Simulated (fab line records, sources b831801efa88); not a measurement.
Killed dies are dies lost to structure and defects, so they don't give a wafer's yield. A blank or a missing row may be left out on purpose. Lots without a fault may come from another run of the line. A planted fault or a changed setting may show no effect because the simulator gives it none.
Which tool did it? | flow gf180mcu | 6 lots, 18 wafers sampled, at 3 steps of a route of 602

WHAT THE GAUGES READ, wafer by wafer
GF_M2_CD_MEAS_14: target cd 280 nm.
lot  | measured     | on        | cd_nm (nm)
L190 | day 19 16:08 | cd_sem-01 | 280.0 281.1 279.8
L194 | day 21 02:03 | cd_sem-01 | 282.4 282.1 281.4
L199 | day 23 04:43 | cd_sem-01 | 289.9 289.4 289.4
L202 | day 23 22:27 | cd_sem-01 | 278.4 278.4 279.6
L208 | day 26 03:57 | cd_sem-01 | 280.4 279.7 281.4
L212 | day 27 04:13 | cd_sem-02 | 279.9 280.4 280.7

WHICH TOOL RAN EACH LOT (tool, then ch and the chambers of the sampled wafers, then the start)
lot  | GF_V1_STRIP_18                       | GF_M2_PEB_12
L190 | plasma_asher-03 ch 0,1, day 18 14:16 | litho_track-03 ch 0, day 19 15:49
L194 | plasma_asher-03 ch 0,1, day 20 00:29 | litho_track-02 ch 0, day 21 01:42
L199 | plasma_asher-02 ch 0,1, day 22 04:08 | litho_track-01 ch 0, day 23 04:22
L202 | plasma_asher-03 ch 0,1, day 22 22:14 | litho_track-03 ch 0, day 23 22:06
L208 | plasma_asher-03 ch 0,1, day 25 05:15 | litho_track-02 ch 0, day 26 03:36
L212 | plasma_asher-04 ch 0,1, day 26 06:06 | litho_track-03 ch 0, day 27 03:53
- GF_V1_STRIP_18: strips in O2/N2.
- GF_M2_PEB_12: peb time 90 s.

THE ANSWER, worked out from the rows above alone
Rule: what is usual is taken from the lots themselves. Put in order of their means at a reading, lots are off if they are a third of the lots or fewer, leave a main group of 4 or more, and stand apart from it by a gap of 3 or more times the standard deviation of the main group's means; of several such gaps the widest counts. A main group whose means are all the same, to the digits that the tables above print for the reading, isn't used. A lot without any number at a reading at which 4 lots or more have one is off too. The other lots that the step has rows for count as sound.
Off: L199, at GF_M2_CD_MEAS_14 (cd_nm). The main group: mean 280.4 nm, standard deviation 1.
A tool fits if, at a process step before that reading, it ran every lot that is off, and no sound lot after the first of them. The gauges at GF_M2_CD_MEAS_14 are tried like those tools. Can't be told from this: 2 tools fit, plasma_asher-02 at GF_V1_STRIP_18, litho_track-01 at GF_M2_PEB_12.

WHAT THE SIMULATOR HAD PUT IN
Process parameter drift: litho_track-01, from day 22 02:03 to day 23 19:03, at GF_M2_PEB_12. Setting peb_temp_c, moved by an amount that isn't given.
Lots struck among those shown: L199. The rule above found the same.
